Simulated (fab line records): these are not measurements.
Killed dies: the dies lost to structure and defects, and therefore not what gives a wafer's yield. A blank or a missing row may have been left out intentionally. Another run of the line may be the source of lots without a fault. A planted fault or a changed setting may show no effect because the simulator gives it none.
Comparing a struck lot with a sound one    flow sfq_line    42 out of 325 route steps
Sound: the wafers L527.3, L527.4, L527.6. The struck wafers were L526.1, L526.2, L526.3. The cause is given at the end.
For every step that has rows: the tool of each side, followed by ch and its chambers, followed by its first start. Under that, the readings that differ: sound wafers    struck wafers    difference of the means    sigmas: that difference in standard deviations of wafers without a fault.
alike: same words and numbers on both sides, and readings whose means sit less than 2 such deviations apart. not compared: any withheld reading, any reading some wafer has no value for, any bound like >300 that may hide the same value, and any number with overlapping values for which the record gives no deviation.
A row with sigmas, a row that says differs or no value, or rows on one side alone: a step with any of these is where the two part. When numbers do not overlap yet have no deviation, they are printed without sigmas and do not part them. A reading that every wafer of one side lacks parts them only if that side has two wafers or more.

first, 6 steps without rows for these wafers: SFQ_TRILAYER_M2_LITHO_COAT_062 (resist thk 62 nm); SFQ_TRILAYER_M2_LITHO_COAT_057 (resist thk 600 nm); SFQ_TRILAYER_M2_LITHO_SOFTBAKE_061; SFQ_TRILAYER_M2_LITHO_EXPOSE_058 (exposes mask M2, target cd 500 nm); SFQ_TRILAYER_M2_LITHO_PEB_060 (peb time 60 s); SFQ_TRILAYER_M2_LITHO_DEVELOP_059 (time 60 s).
SFQ_M2_OVL_MEAS_916:
  struck on overlay-01, day 23 09:55; sound on overlay-01, day 23 21:55
  alike: M2_OVL
then, 2 steps without rows for these wafers: SFQ_TRILAYER_M2_BARC_OPEN_METAL_ETCH_077 (etches BARC in O2, target depth 125 nm, time 41.7 s); SFQ_TRILAYER_M2_ETCH_METAL_ETCH_060 (etches Nb in Cl2/Ar, stops on SiO2, target depth 240 nm, time 120 s).
SFQ_TRILAYER_M2_STRIP_STRIP_061: strips in O2.
  sound on rie_metal-03 ch 0,1, day 23 22:20; struck on rie_metal-02 ch 0,1, day 23 10:08
  alike: drypump_motor_current_A, oes_product_au
  not compared: rf_hours_counter_h
then, 2 steps without rows for these wafers: SFQ_TRILAYER_M2_STRIP_SOLV_CLEAN_062 (cleans in NMP, time 600 s); SFQ_TRILAYER_I2_DEP_PECVD_063 (deposits SiO2 from SiH4/N2O, time 111.11 s, target thk 500 nm).
SFQ_TRILAYER_I2_CMP_CMP_064: polishes SiO2.
  sound on cmp-01 ch 0,1,3, day 24 06:17; struck on cmp-02 ch 1,2,3, day 23 18:19
reading                                              sound              struck             difference  sigmas
time_to_endpoint_s (s)                               206 211 216        274 276 274        +64         +7
model.SiO2_of_TRILAYER_I2_DEP_PECVD_063.thk_nm (nm)  199.5 199.7 199.3  302.4 303.2 301.8  +103.0      
  alike: motor_current_A, slurry_flow_ml_min
SFQ_I2_BOW_MEAS_917:
  struck on film_metro-04, day 23 21:19; sound on film_metro-02, day 24 08:50
  alike: I2_BOW
SFQ_TRILAYER_I2_METRO_MEASURE_065:
  struck on film_metro-04, day 23 21:26; sound on film_metro-02, day 24 09:19
reading      sound              struck             difference  sigmas
thk_nm (nm)  199.4 199.7 199.3  302.2 303.0 301.8  +102.9      +86
then, 6 steps without rows for these wafers: SFQ_TRILAYER_I2_VIA_LITHO_COAT_072 (resist thk 62 nm); SFQ_TRILAYER_I2_VIA_LITHO_COAT_067 (resist thk 650 nm); SFQ_TRILAYER_I2_VIA_LITHO_SOFTBAKE_071; SFQ_TRILAYER_I2_VIA_LITHO_EXPOSE_068 (exposes mask I2, target cd 500 nm); SFQ_TRILAYER_I2_VIA_LITHO_PEB_070 (peb time 60 s); SFQ_TRILAYER_I2_VIA_LITHO_DEVELOP_069 (time 60 s).
-- the record jumps here: 3 days lie between the struck wafers' starts before and after --
SFQ_I2_OVL_MEAS_918:
  struck on overlay-02, day 26 23:46; sound on overlay-01, day 27 11:47
  alike: I2_OVL
SFQ_TRILAYER_I2_VIA_BARC_OPEN_VIA_ETCH_096: etches BARC in O2, target depth 125 nm, time 41.7 s.
  sound on rie_diel-02 ch 1,2, day 27 11:48; struck on rie_diel-04 ch 1,2,3, day 26 23:48
  alike: drypump_motor_current_A, oes_product_au
  not compared: rf_hours_counter_h
SFQ_TRILAYER_I2_VIA_ETCH_VIA_ETCH_070: etches SiO2 in CHF3, stops on Nb, target depth 260 nm.
  sound on rie_diel-02 ch 1,2, day 27 11:50; struck on rie_diel-04 ch 1,2,3, day 26 23:50
reading                         sound              struck             difference  sigmas
oes_product_au (a.u.)           0.847 0.864 0.859  1.021 1.009 0.995  +0.152      +32
model.I2.feature_depth_nm (nm)  199.5 199.7 199.3  267.4 264.1 258.2  +63.7       
model.etch.depth_nm (nm)        199.5 199.7 199.3  267.4 264.1 258.2  +63.7       
  alike: drypump_motor_current_A
SFQ_TRILAYER_I2_VIA_STRIP_STRIP_071: strips in O2.
  sound on rie_metal-01 ch 0,1, day 27 12:10; struck on rie_metal-03 ch 0,1, day 26 23:58
  alike: drypump_motor_current_A, oes_product_au
  not compared: rf_hours_counter_h
then, 1 step without rows for these wafers: SFQ_TRILAYER_I2_VIA_STRIP_SOLV_CLEAN_072 (cleans in NMP, time 600 s).
SFQ_TRILAYER_M3_DEP_PRE_CLEAN_074: time 22.5 s.
  struck on pvd_sputter-05, day 27 00:44; sound on pvd_sputter-03, day 27 12:44
reading                                              sound            struck             difference  sigmas
model.SiO2_of_TRILAYER_I2_DEP_PECVD_063.thk_nm (nm)  192 192.2 191.8  294.9 295.7 294.3  +103.0      
then, 1 step without rows for these wafers: SFQ_TRILAYER_M3_DEP_SPUTTER_073 (material Nb, target thk 200 nm, time 133.3 s).
SFQ_M3_RS_MEAS_919: a four-point-probe measurement.
  struck on film_metro-01, day 27 00:51; sound on film_metro-04, day 27 12:53
  alike: M3_NB_RS
then, 6 steps without rows for these wafers: SFQ_TRILAYER_M3_LITHO_COAT_080 (resist thk 62 nm); SFQ_TRILAYER_M3_LITHO_COAT_075 (resist thk 600 nm); SFQ_TRILAYER_M3_LITHO_SOFTBAKE_079; SFQ_TRILAYER_M3_LITHO_EXPOSE_076 (exposes mask M3, target cd 500 nm); SFQ_TRILAYER_M3_LITHO_PEB_078 (peb time 60 s); SFQ_TRILAYER_M3_LITHO_DEVELOP_077 (time 60 s).
-- the record jumps here: 6 days lie between the struck wafers' starts before and after --
SFQ_M3_OVL_MEAS_921:
  struck on overlay-01, day 33 00:39; sound on overlay-01, day 33 17:26
  alike: M3_OVL
SFQ_TRILAYER_M3_BARC_OPEN_METAL_ETCH_100: etches BARC in O2, target depth 125 nm, time 41.7 s.
  sound on rie_metal-02 ch 0,1, day 33 17:28; struck on rie_metal-01 ch 1, day 33 00:41
  alike: drypump_motor_current_A, oes_product_au
  not compared: rf_hours_counter_h
then, 1 step without rows for these wafers: SFQ_TRILAYER_M3_ETCH_METAL_ETCH_078 (etches Nb in Cl2/Ar, stops on SiO2, target depth 240 nm, time 120 s).
SFQ_TRILAYER_M3_STRIP_STRIP_079: strips in O2.
  sound on rie_metal-02 ch 0,1, day 33 17:50; struck on rie_metal-01 ch 1, day 33 01:04
  alike: drypump_motor_current_A, oes_product_au
  not compared: rf_hours_counter_h
then, 2 steps without rows for these wafers: SFQ_TRILAYER_M3_STRIP_SOLV_CLEAN_080 (cleans in NMP, time 600 s); SFQ_TRILAYER_I3_DEP_PECVD_081 (deposits SiO2 from SiH4/N2O, time 111.11 s, target thk 500 nm).
-- the record jumps here: 57 days lie between the struck wafers' starts before and after --
SFQ_M8_BOW_MEAS_951:
  struck on film_metro-01, day 89 14:03; sound on film_metro-04, day 89 16:19
reading                  sound              struck             difference  sigmas
model.etest.i2.link_ohm  1.944 1.942 1.965  1e+06 1e+06 1e+06  +1e+06      
  alike: M8_BOW

WHERE THEY PART
First at SFQ_TRILAYER_I2_CMP_CMP_064; last, within this record, at SFQ_TRILAYER_I2_VIA_ETCH_VIA_ETCH_070. Later steps at which nothing parts them and some readings are alike: SFQ_TRILAYER_I2_VIA_STRIP_STRIP_071, SFQ_M3_RS_MEAS_919, SFQ_M3_OVL_MEAS_921, SFQ_TRILAYER_M3_BARC_OPEN_METAL_ETCH_100, SFQ_TRILAYER_M3_STRIP_STRIP_079, SFQ_M8_BOW_MEAS_951.

WHY: what had been put in by the simulator
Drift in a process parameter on cmp-02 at SFQ_TRILAYER_I2_CMP_CMP_064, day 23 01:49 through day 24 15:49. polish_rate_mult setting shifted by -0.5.
